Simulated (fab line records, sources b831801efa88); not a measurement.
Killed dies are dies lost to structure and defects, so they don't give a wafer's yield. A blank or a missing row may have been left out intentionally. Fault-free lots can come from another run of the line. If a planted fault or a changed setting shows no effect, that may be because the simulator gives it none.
Struck lot and sound lot, side by side + flow sky130 + 33 steps out of a route of 708
Sound: wafers L332.2, L332.5, L332.6. Struck: wafer L339.2. (L339.1, L339.5 of the same lot were not struck and are left out.) The cause comes at the end.
Each step with rows lists, per side, the tool, then ch with its chambers, then its first start. Under that, the readings that differ: sound wafers + struck wafers + difference of the means + sigmas: that difference in standard deviations of wafers without a fault.
alike: readings whose means differ by less than 2 such deviations, and words and numbers that are the same on both sides. not compared: withheld readings, readings that some wafer has no value for, bounds like >300 that may hide the same value, and numbers for which the record gives no deviation and whose values overlap.
A row with sigmas, a row that says differs or no value, or rows on one side alone: a step with any of these is where the two part. Numbers that don't overlap but have no deviation are shown without sigmas and don't part them. A reading that every wafer of one side lacks parts them only if that side has two wafers or more.

first, 8 steps without rows for these wafers: SKY_VIA1_ETCH_14 (etches BARC in N2/H2, stops on SiO2, time 45.9 s, target depth 60 nm); SKY_VIA1_ETCH_15 (etches SiO2 in C4F8/O2/Ar, stops on TiN, target depth 351 nm, time 54 s); SKY_VIA1_STRIP_16 (strips in O2/N2); SKY_VIA1_STRIP_17 (strips in post etch residue remover, time 1200 s); SKY_VIA1_CLEAN_18 (cleans in IPA, time 180 s); SKY_VIA1_CLEAN_19 (cleans in O3/DIW); SKY_VIA1_SPUTTER_20 (material TiN, target thk 20 nm, time 80 s); SKY_VIA1_CVD_21 (deposits W, target thk 270 nm, time 80.902 s).
SKY_VIA1_CMP_24: polishes, stops on SiO2, t overpolish 15 s, target thk 0 nm.
  sound on cmp-01 ch 0,3, day 34 00:02; struck on cmp-01 ch 0, day 36 11:32
| reading                | sound          | struck | difference | sigmas |
|------------------------|----------------|--------|------------|--------|
| time_to_endpoint_s (s) | 61.2 63.6 64.5 | 71.5   | +8.4       | +3     |
  alike: motor_current_A, overpolish_run_s, retaining_ring_pressure_frac
then, 23 steps without rows for these wafers: SKY_METAL2_SPUTTER_00 (material Ti, target thk 15 nm, time 10 s); SKY_METAL2_SPUTTER_01 (material TiN, target thk 20 nm, time 16.7 s); SKY_METAL2_SPUTTER_02 (material AlCu, target thk 250 nm, time 13.3 s); SKY_METAL2_SPUTTER_03 (material Ti, target thk 5 nm, time 3.3 s); SKY_METAL2_SPUTTER_04 (material TiN, target thk 70 nm, time 58.3 s); SKY_METAL2_DEHYDRATE_07 (time 60 s); SKY_METAL2_HMDS_08 (prime time 60 s); SKY_METAL2_COAT_09 (resist thk 60 nm); SKY_METAL2_COAT_10 (resist thk 450 nm); SKY_METAL2_SOFTBAKE_11 (time 90 s); SKY_METAL2_EXPOSE_12 (exposes mask MM2, target cd 140 nm); SKY_METAL2_PEB_13; SKY_METAL2_DEVELOP_14 (develop time 60 s); SKY_METAL2_DESCUM_17 (chemistry O2, time 8 s); SKY_METAL2_ETCH_18 (etches BARC in N2/H2, stops on SiO2, time 45.9 s, target depth 60 nm); SKY_METAL2_METAL_ETCH_19 (etches the open film in Cl2/BCl3, stops on SiO2, target depth 360 nm, time 78 s); SKY_METAL2_STRIP_20 (strips in O2/N2); SKY_METAL2_STRIP_21 (strips in post etch residue remover, time 1200 s); SKY_METAL2_CLEAN_22 (cleans in IPA, time 180 s); SKY_METAL2_CLEAN_23 (cleans in O3/DIW); SKY_VIA2_HDPCVD_00 (deposits SiO2, target thk 1180 nm, time 196.7 s); SKY_VIA2_CMP_02 (polishes SiO2); SKY_VIA2_DEHYDRATE_04 (time 60 s).
-- the record jumps here: 11 days lie between the struck wafers' starts before and after (it left off in module VIA2 and takes up again in module PAD_OPEN, whose first step shown is number 708 of the route) --
SKY_PAD_OPEN_PROBE_99:
  struck on prober-01, day 47 19:32; sound on prober-01, day 45 17:02
| reading                               | sound                | struck | difference | sigmas |
|---------------------------------------|----------------------|--------|------------|--------|
| defect_limited_yield (%)              | 81.9 80.7 84.6       | 32.3   | -50.1      | -24    |
| killed_at_M0_to_M3                    | 46 51 47             | 304    | +256       | +34    |
| killed_dies                           | 89 95 76             | 333    | +246       | +25    |
| killed_on_rim                         | 20 24 11             | 64     | +46        | +11    |
| killed_open                           | 55 51 47             | 27     | -24        | -3     |
| sort_bin_3_pad_short (%)              | 0.6 0.6 0.6          | 5.9    | +5.3       | +13    |
| sort_bin_5_function (%)               | 11.8 11.2 7.9        | 46.7   | +36.4      | +21    |
| sort_bin_6_memory (%)                 | 5.7 7.5 6.9          | 15.0   | +8.3       | +8     |
| sort_n_pass                           | 403 397 416          | 159    | -246       | -25    |
| sort_yield_pct (%)                    | 81.9 80.7 84.6       | 32.3   | -50.1      | -24    |
| model.etest.tester.sort_n_pass        | 403 397 416          | 159    | -246       |        |
| model.etest.tester.sort_yield_pct (%) | 81.91 80.69 84.55    | 32.32  | -50.06     |        |
| model.etest.tester.sort_bin_5_pct (%) | 11.79 11.18 7.927    | 46.75  | +36.45     |        |
| model.etest.tester.sort_bin_6_pct (%) | 5.691 7.52 6.911     | 15.04  | +8.33      |        |
| model.etest.tester.sort_bin_3_pct (%) | 0.6098 0.6098 0.6098 | 5.894  | +5.284     |        |
  alike: killed_at_M4_up, killed_at_contacts, killed_at_front_end, killed_at_other, killed_short

WHERE THEY PART
First at SKY_VIA1_CMP_24; last, within this record, at SKY_PAD_OPEN_PROBE_99.

WHY: what had been put in by the simulator
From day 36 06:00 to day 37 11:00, cmp-01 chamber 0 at SKY_VIA1_CMP_24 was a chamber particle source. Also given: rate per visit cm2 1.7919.
